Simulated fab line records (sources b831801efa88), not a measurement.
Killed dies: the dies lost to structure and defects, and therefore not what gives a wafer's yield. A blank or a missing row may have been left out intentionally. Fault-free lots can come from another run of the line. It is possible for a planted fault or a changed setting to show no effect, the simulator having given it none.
The tool behind it: which one? | flow sky130 | Sampling: 24 lots, 72 wafers, 6 of 708 route steps

## WHAT EACH GAUGE READ, for each wafer
SKY_CAP2M_THK_MEAS_01.
lot  | measured     | on            | CAP2M_CVD_00_THK (nm)
L074 | day 39 12:37 | film_metro-01 | 15.65 15.71 15.54
L075 | day 39 22:11 | film_metro-04 | 15.47 15.39 15.26
L076 | day 40 03:38 | film_metro-02 | 15.58 15.61 15.87
L078 | day 40 11:59 | film_metro-04 | 15.41 15.54 15.49
L077 | day 40 14:23 | film_metro-02 | 15.47 15.65 15.89
L079 | day 41 00:58 | film_metro-04 | 15.15 15.28 15.32
L080 | day 41 12:58 | film_metro-04 | 15.44 15.31 15.58
L081 | day 41 18:44 | film_metro-04 | 15.67 15.81 15.56
L083 | day 42 06:34 | film_metro-04 | 15.13 15.09 15.45
L082 | day 42 07:10 | film_metro-04 | 15.31 15.41 15.39
L085 | day 42 18:09 | film_metro-01 | 15.39 15.36 15.27
L084 | day 42 21:10 | film_metro-02 | 15.36 15.31 15.62
L086 | day 42 23:04 | film_metro-04 | 15.13 15.75 15.38
L087 | day 43 10:05 | film_metro-02 | 15.48 15.63 15.64
L088 | day 43 19:24 | film_metro-04 | 15.35 15.46 15.50
L089 | day 44 04:15 | film_metro-02 | 15.41 15.84 15.93
L090 | day 44 05:17 | film_metro-02 | 15.31 15.47 15.64
L091 | day 44 10:07 | film_metro-02 | 15.44 15.69 15.70
L092 | day 44 18:48 | film_metro-01 | 15.51 15.52 15.84
L093 | day 45 05:22 | film_metro-04 | 15.29 15.70 15.69
L094 | day 45 10:53 | film_metro-01 | 15.84 15.94 15.87
L095 | day 45 12:26 | film_metro-02 | 15.01 15.50 15.35
L096 | day 45 17:32 | film_metro-01 | 15.43 15.41 15.99
L097 | day 45 19:04 | film_metro-04 | 15.25 15.12 15.45

SKY_VIA4_OVL_MEAS_11.
lot  | measured     | on         | VIA4_OVL (nm)
L074 | day 42 14:29 | overlay-01 | 1.3 1.0 -0.5
L075 | day 42 23:44 | overlay-01 | -0.1 0.9 0.6
L076 | day 43 04:12 | overlay-02 | 0.9 -1.1 -0.9
L078 | day 43 12:29 | overlay-02 | 4.4 2.7 1.6
L077 | day 43 15:41 | overlay-02 | 1.1 -1.4 -0.4
L079 | day 44 01:39 | overlay-01 | -0.6 -0.6 -1.2
L080 | day 44 12:44 | overlay-01 | -3.0 -2.9 -1.1
L081 | day 44 17:51 | overlay-01 | 0.3 0.2 -0.4
L083 | day 45 03:30 | overlay-02 | 0.9 -0.5 -0.6
L082 | day 45 04:14 | overlay-02 | 1.1 -0.5 0.9
L085 | day 45 16:29 | overlay-01 | -0.2 3.0 -0.7
L084 | day 45 18:35 | overlay-02 | -3.1 -3.4 -1.7
L086 | day 45 19:30 | overlay-01 | 0.9 1.3 0.5
L087 | day 46 04:32 | overlay-02 | 0.6 0.5 -1.2
L088 | day 46 13:34 | overlay-02 | -1.3 0.8 -1.6
L089 | day 46 21:52 | overlay-01 | 1.5 3.6 2.1
L090 | day 46 23:00 | overlay-01 | -1.3 -0.4 -0.5
L091 | day 47 03:08 | overlay-02 | 0.8 0.8 -1.1
L092 | day 47 10:45 | overlay-02 | -0.3 -0.5 -0.4
L093 | day 47 19:49 | overlay-01 | 0.7 0.5 -0.1
L094 | day 48 00:25 | overlay-02 | -0.6 0.0 0.0
L095 | day 48 03:26 | overlay-02 | 0.4 -1.4 -0.1
L096 | day 48 06:28 | overlay-02 | 1.3 1.4 0.4
L097 | day 48 08:14 | overlay-02 | -1.6 0.9 -1.3

SKY_PAD_OPEN_BOW_MEAS_13.
lot  | measured     | on            | PAD_OPEN_BOW (um)
L074 | day 45 13:42 | film_metro-02 | 53 65 48
L075 | day 45 22:53 | film_metro-02 | 46 42 48
L076 | day 46 02:09 | film_metro-01 | 44 48 38
L078 | day 46 11:23 | film_metro-01 | 43 37 48
L077 | day 46 12:52 | film_metro-02 | 46 40 43
L079 | day 46 22:19 | film_metro-02 | 46 50 50
L080 | day 47 08:33 | film_metro-02 | 58 46 68
L081 | day 47 11:55 | film_metro-02 | 61 55 69
L083 | day 47 20:44 | film_metro-04 | 45 38 31
L082 | day 47 21:14 | film_metro-01 | 46 53 37
L085 | day 48 08:28 | film_metro-04 | 37 42 51
L084 | day 48 11:31 | film_metro-02 | 39 48 28
L086 | day 48 11:36 | film_metro-01 | 25 36 40
L087 | day 48 19:12 | film_metro-04 | 47 57 49
L088 | day 49 02:22 | film_metro-01 | 46 48 44
L089 | day 49 10:41 | film_metro-02 | 44 46 44
L090 | day 49 11:50 | film_metro-01 | 48 57 49
L091 | day 49 14:13 | film_metro-04 | 34 46 35
L092 | day 49 21:10 | film_metro-02 | 47 53 48
L093 | day 50 05:20 | film_metro-01 | 49 50 50
L094 | day 50 07:47 | film_metro-01 | 49 61 57
L095 | day 50 11:17 | film_metro-01 | 36 53 38
L096 | day 50 14:33 | film_metro-04 | 31 47 43
L097 | day 50 15:02 | film_metro-04 | 44 52 43

## TOOL THAT RAN EACH LOT (tool first, then ch and the chambers of the sampled wafers, then the start)
lot  | SKY_VIA4_CVD_18               | SKY_METAL5_DESCUM_14              | SKY_PASSIVATION_CVD_00
L074 | cvd_w-01 ch 0,1, day 42 15:15 | rie_metal-01 ch 0,1, day 43 14:28 | pecvd-01 ch 1,2, day 43 15:19
L075 | cvd_w-01 ch 0,1, day 43 00:32 | rie_metal-02 ch 0,1, day 43 23:51 | pecvd-02 ch 0,1,2, day 44 00:42
L076 | cvd_w-01 ch 0,1, day 43 04:58 | rie_metal-01 ch 0,1, day 44 03:37 | pecvd-01 ch 1,2, day 44 04:28
L078 | cvd_w-02 ch 0,1, day 43 13:38 | rie_metal-02 ch 0,1, day 44 12:31 | pecvd-02 ch 0,2, day 44 13:25
L077 | cvd_w-02 ch 0, day 43 16:54   | rie_metal-01 ch 1, day 44 14:59   | pecvd-03 ch 0,1, day 44 16:07
L079 | cvd_w-01 ch 0,1, day 44 02:26 | rie_metal-03 ch 0,1, day 45 01:19 | pecvd-02 ch 2, day 45 02:11
L080 | cvd_w-01 ch 0,1, day 44 13:30 | rie_metal-02 ch 0,1, day 45 11:56 | pecvd-03 ch 1,2, day 45 12:48
L081 | cvd_w-01 ch 0,1, day 44 18:38 | rie_metal-02 ch 0,1, day 45 17:08 | pecvd-03 ch 0,1,2, day 45 18:00
L083 | cvd_w-02 ch 0,1, day 45 04:16 | rie_metal-02 ch 0,1, day 46 01:47 | pecvd-01 ch 0,2, day 46 02:38
L082 | cvd_w-02 ch 0,1, day 45 05:00 | rie_metal-03 ch 0,1, day 46 02:07 | pecvd-02 ch 0,1, day 46 02:59
L085 | cvd_w-02 ch 0,1, day 45 17:20 | rie_metal-02 ch 0,1, day 46 14:44 | pecvd-01 ch 0,2, day 46 15:37
L084 | cvd_w-02 ch 1, day 45 19:21   | rie_metal-02 ch 0,1, day 46 16:22 | pecvd-01 ch 0,2, day 46 17:13
L086 | cvd_w-02 ch 0, day 45 20:16   | rie_metal-01 ch 0,1, day 46 16:40 | pecvd-02 ch 0,2, day 46 17:31
L087 | cvd_w-02 ch 1, day 46 05:18   | rie_metal-03 ch 0,1, day 47 01:55 | pecvd-03 ch 0,1, day 47 02:49
L088 | cvd_w-02 ch 0,1, day 46 14:19 | rie_metal-02 ch 0,1, day 47 10:46 | pecvd-01 ch 0,1, day 47 11:38
L089 | cvd_w-01 ch 0,1, day 46 22:40 | rie_metal-01 ch 0,1, day 47 18:51 | pecvd-01 ch 0,2, day 47 19:45
L090 | cvd_w-02 ch 0,1, day 46 23:52 | rie_metal-03 ch 0, day 47 19:58   | pecvd-01 ch 0,2, day 47 21:08
L091 | cvd_w-02 ch 1, day 47 03:56   | rie_metal-02 ch 0,1, day 47 23:44 | pecvd-01 ch 0,2, day 48 00:38
L092 | cvd_w-02 ch 0,1, day 47 11:31 | rie_metal-03 ch 0,1, day 48 07:35 | pecvd-02 ch 0,1,2, day 48 08:29
L093 | cvd_w-01 ch 0,1, day 47 20:34 | rie_metal-02 ch 1, day 48 16:17   | pecvd-03 ch 0,1, day 48 17:08
L094 | cvd_w-01 ch 0,1, day 48 01:14 | rie_metal-03 ch 0,1, day 48 19:45 | pecvd-02 ch 0,1,2, day 48 20:37
L095 | cvd_w-02 ch 0,1, day 48 04:14 | rie_metal-03 ch 0,1, day 48 23:26 | pecvd-03 ch 0,1, day 49 00:17
L096 | cvd_w-01 ch 0,1, day 48 07:22 | rie_metal-02 ch 0,1, day 49 01:50 | pecvd-01 ch 0,1,2, day 49 02:41
L097 | cvd_w-01 ch 0,1, day 48 09:07 | rie_metal-02 ch 0,1, day 49 03:14 | pecvd-03 ch 0,1, day 49 04:06
- SKY_VIA4_CVD_18: deposits W, target thk 505 nm, time 152.14 s.
- SKY_METAL5_DESCUM_14: chemistry O2, time 11 s.
- SKY_PASSIVATION_CVD_00: deposits SiO2, target thk 90 nm.

## AS READ BY THE TOOLS THEMSELVES (means over the sampled wafers that have a number; for cases with no such wafer, the mark the record gives instead)
SKY_VIA4_CVD_18.
lot  | tool     | heater_power_w (W)
L074 | cvd_w-01 | 721
L075 | cvd_w-01 | 747
L076 | cvd_w-01 | 729
L078 | cvd_w-02 | 833
L077 | cvd_w-02 | 833
L079 | cvd_w-01 | 731
L080 | cvd_w-01 | 761
L081 | cvd_w-01 | 759
L083 | cvd_w-02 | 835
L082 | cvd_w-02 | 828
L085 | cvd_w-02 | 828
L084 | cvd_w-02 | 846
L086 | cvd_w-02 | 829
L087 | cvd_w-02 | 825
L088 | cvd_w-02 | 828
L089 | cvd_w-01 | 740
L090 | cvd_w-02 | 822
L091 | cvd_w-02 | 832
L092 | cvd_w-02 | 836
L093 | cvd_w-01 | 750
L094 | cvd_w-01 | 738
L095 | cvd_w-02 | 840
L096 | cvd_w-01 | 769
L097 | cvd_w-01 | 757

SKY_METAL5_DESCUM_14.
lot  | tool         | chamber_pressure_mTorr (mTorr) | drypump_motor_current_A (A) | oes_product_au (a.u.)
L074 | rie_metal-01 | 9.995                          | 5.40                        | 1.007
L075 | rie_metal-02 | 10.009                         | 5.76                        | 0.995
L076 | rie_metal-01 | 10.002                         | 5.42                        | 1.013
L078 | rie_metal-02 | 10.001                         | 5.78                        | 1.002
L077 | rie_metal-01 | 10.001                         | 5.06                        | 1.008
L079 | rie_metal-03 | 9.999                          | 5.46                        | 1.007
L080 | rie_metal-02 | 9.999                          | 5.77                        | 1.012
L081 | rie_metal-02 | 10.003                         | 5.83                        | 1.002
L083 | rie_metal-02 | 10.003                         | 5.79                        | 0.995
L082 | rie_metal-03 | 10.000                         | 5.31                        | 1.015
L085 | rie_metal-02 | 9.998                          | 5.83                        | 1.006
L084 | rie_metal-02 | 10.007                         | 5.85                        | 1.001
L086 | rie_metal-01 | 9.990                          | 5.23                        | 1.011
L087 | rie_metal-03 | 10.001                         | 5.48                        | 1.016
L088 | rie_metal-02 | 9.993                          | 5.78                        | 0.992
L089 | rie_metal-01 | 10.003                         | 5.39                        | 1.007
L090 | rie_metal-03 | 9.995                          | 5.63                        | 1.007
L091 | rie_metal-02 | 10.006                         | 5.76                        | 0.999
L092 | rie_metal-03 | 9.991                          | 5.31                        | 1.000
L093 | rie_metal-02 | 9.998                          | 5.92                        | 1.009
L094 | rie_metal-03 | 10.005                         | 5.32                        | 1.012
L095 | rie_metal-03 | 9.999                          | 5.47                        | 1.009
L096 | rie_metal-02 | 10.008                         | 5.83                        | 0.998
L097 | rie_metal-02 | 9.998                          | 5.83                        | 0.999

SKY_PASSIVATION_CVD_00.
lot  | tool     | heater_power_w (W)
L074 | pecvd-01 | 618
L075 | pecvd-02 | 610
L076 | pecvd-01 | 667
L078 | pecvd-02 | 560
L077 | pecvd-03 | 673
L079 | pecvd-02 | 622
L080 | pecvd-03 | 625
L081 | pecvd-03 | 621
L083 | pecvd-01 | 683
L082 | pecvd-02 | 571
L085 | pecvd-01 | 651
L084 | pecvd-01 | 655
L086 | pecvd-02 | 611
L087 | pecvd-03 | 684
L088 | pecvd-01 | 619
L089 | pecvd-01 | 719
L090 | pecvd-01 | 682
L091 | pecvd-01 | 705
L092 | pecvd-02 | 643
L093 | pecvd-03 | 576
L094 | pecvd-02 | 664
L095 | pecvd-03 | 690
L096 | pecvd-01 | 656
L097 | pecvd-03 | 702

## THE ANSWER, worked out from the rows above alone
Rule: usual is defined by the lots themselves. Put in order of their means at a reading, lots are off if they are a third of the lots or fewer, leave a main group of 4 or more, and stand apart from it by a gap of 3 or more times the standard deviation of the main group's means; of several such gaps the widest counts. If all means in a main group match to the digits the tables above print for the reading, that group is not used. Also off: a lot with no number at a reading for which 4 or more lots have one. All remaining lots with rows at the step are treated as sound. The gauges are gone through in route order, then the tools' own readings, and for those a lot's mean is taken as printed above. The first step at which some lot is off is used, and at that step the reading that is off furthest; a lot without a number counts as furthest.
Across all readings shown, no lot is off: no conclusion can be drawn from this.

## WHAT THE SIMULATOR PUT IN
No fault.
